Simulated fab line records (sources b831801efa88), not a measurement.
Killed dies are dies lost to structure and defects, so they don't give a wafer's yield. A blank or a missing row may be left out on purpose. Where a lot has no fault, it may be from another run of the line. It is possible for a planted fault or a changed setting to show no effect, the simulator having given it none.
Tool commonality check -- flow gf180mcu -- Lots sampled 13, wafers sampled 39

== WHY IT WAS OPENED ==
Of 13 lots, 3 have the reading V4_CVD_00_THK flagged at GF_V4_THK_MEAS_01. Wafers without a fault read 600 nm, standard deviation 6.1.
Rule: flag the lot when none of its wafers has a number, or when each of its wafers that has one lies beyond 4 standard deviations from that mean. As for the other lots, they are considered sound.

lot,measured,on,"V4_CVD_00_THK (nm), wafer by wafer",flag
L511,day 23 04:31,film_metro-01,596 606 599,
L512,day 23 09:40,film_metro-01,600 596 593,
L515,day 24 21:06,film_metro-03,597 600 601,
L516,day 25 16:07,film_metro-01,591 596 602,
L517,day 26 04:11,film_metro-04,600 599 599,
L519,day 26 13:53,film_metro-04,611 599 611,
L518,day 26 16:35,film_metro-01,310 310 309,FLAGGED
L520,day 27 05:34,film_metro-04,601 598 594,
L522,day 27 10:03,film_metro-03,298 298 289,FLAGGED
L524,day 27 22:48,film_metro-01,293 303 302,FLAGGED
L532,day 29 22:33,film_metro-04,598 599 598,
L533,day 30 05:09,film_metro-03,590 590 594,
L534,day 30 10:44,film_metro-01,599 597 596,
The numbers of the flagged lots are 301 nm on average: -299 nm against the usual, or -49 standard deviations.

== TOOL THAT RAN EACH LOT ==
The record holds 3 process steps before the reading, out of a route of 602 steps. Cell contents, in order: the tool; ch with the chambers the sampled wafers went through; the start.
lot,flag,GF_V3_CVD_23,GF_M4_SPUTTER_00,GF_V4_CVD_00
L511,,"cvd_w-01 ch 0,1, day 22 03:17","pvd_sputter-01, day 22 03:50","hdpcvd-01 ch 0,1,2, day 23 04:26"
L512,,"cvd_w-02 ch 0,1, day 22 08:43","pvd_sputter-01, day 22 09:16","hdpcvd-02 ch 0,1,2, day 23 09:35"
L515,,"cvd_w-02 ch 0,1, day 23 21:37","pvd_sputter-04, day 23 22:13","hdpcvd-02 ch 0,1,2, day 24 21:02"
L516,,"cvd_w-01 ch 1, day 24 17:31","pvd_sputter-01, day 24 18:07","hdpcvd-01 ch 0,2, day 25 16:02"
L517,,"cvd_w-01 ch 0,1, day 25 05:40","pvd_sputter-03, day 25 06:16","hdpcvd-01 ch 1,2, day 26 04:07"
L519,,"cvd_w-02 ch 1, day 25 15:10","pvd_sputter-03, day 25 15:46","hdpcvd-01 ch 0,1, day 26 13:48"
L518,FLAGGED,"cvd_w-02 ch 1, day 25 18:05","pvd_sputter-04, day 25 18:41","hdpcvd-01 ch 0,2, day 26 16:31"
L520,,"cvd_w-02 ch 0,1, day 26 07:43","pvd_sputter-01, day 26 08:16","hdpcvd-02 ch 1,2, day 27 05:28"
L522,FLAGGED,"cvd_w-02 ch 0,1, day 26 12:39","pvd_sputter-04, day 26 13:12","hdpcvd-01 ch 0,1,2, day 27 09:58"
L524,FLAGGED,"cvd_w-02 ch 0,1, day 27 00:48","pvd_sputter-01, day 27 01:21","hdpcvd-01 ch 0,1,2, day 27 22:44"
L532,,"cvd_w-01 ch 0, day 29 02:34","pvd_sputter-01, day 29 03:09","hdpcvd-02 ch 0,2, day 29 22:29"
L533,,"cvd_w-02 ch 0,1, day 29 08:49","pvd_sputter-01, day 29 09:24","hdpcvd-02 ch 0,1, day 30 05:04"
L534,,"cvd_w-01 ch 0,1, day 29 15:29","pvd_sputter-04, day 29 16:04","hdpcvd-02 ch 1,2, day 30 10:40"
What these steps do:
- GF_V3_CVD_23: deposits W, target thk 350 nm, time 104.9 s.
- GF_M4_SPUTTER_00: material Ti, target thk 37.5 nm, time 150 s.
- GF_V4_CVD_00: deposits SiO2, target thk 600 nm, time 100 s.
- GF_V4_THK_MEAS_01

== FLAGGED OVER TOTAL, TOOL BY TOOL (the gauges that took the reading come last) ==
step,tool,lots run,flagged,share of the flagged lots,sound lots run after its first flagged lot
GF_V3_CVD_23,cvd_w-01,5,0,none,-
GF_V3_CVD_23,cvd_w-02,8,3,all,"2 (L520,L533)"
GF_M4_SPUTTER_00,pvd_sputter-01,7,1,some,"2 (L532,L533)"
GF_M4_SPUTTER_00,pvd_sputter-03,2,0,none,-
GF_M4_SPUTTER_00,pvd_sputter-04,4,2,some,1 (L534)
GF_V4_CVD_00,hdpcvd-01,7,3,all,0
GF_V4_CVD_00,hdpcvd-02,6,0,none,-
GF_V4_THK_MEAS_01,film_metro-01,6,2,some,1 (L534)
GF_V4_THK_MEAS_01,film_metro-03,3,1,some,1 (L533)
GF_V4_THK_MEAS_01,film_metro-04,4,0,none,-

== WHAT IS ALLOWED BY THE TABLE ==
Rows of the table that ran all the flagged lots, 2 in number: cvd_w-02 at GF_V3_CVD_23; hdpcvd-01 at GF_V4_CVD_00.
- cvd_w-02 at GF_V3_CVD_23 ran 8 lots, 3 of them flagged. Sound lots ran on it after the first flagged one (L520, L533), which a lasting fault on the whole tool wouldn't allow.
- hdpcvd-01 at GF_V4_CVD_00 ran 7 lots, 3 of them flagged. A fault beginning between L519 (day 26 13:48), its last sound lot, and L518 (day 26 16:31), its first flagged one, fits the data. Its own readings (sih4_flow_sccm) fall more than 4 standard deviations out on all wafers of the flagged lots.
hdpcvd-01 at GF_V4_CVD_00 is the single tool remaining.

== WHAT HAD BEEN PUT IN BY THE SIMULATOR ==
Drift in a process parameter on hdpcvd-01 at GF_V4_CVD_00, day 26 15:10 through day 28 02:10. Setting sih4_flow_sccm shifted by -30 from 60. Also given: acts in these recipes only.
Shown lots that were struck: L518, L522, L524. The rule above reached the same finding.
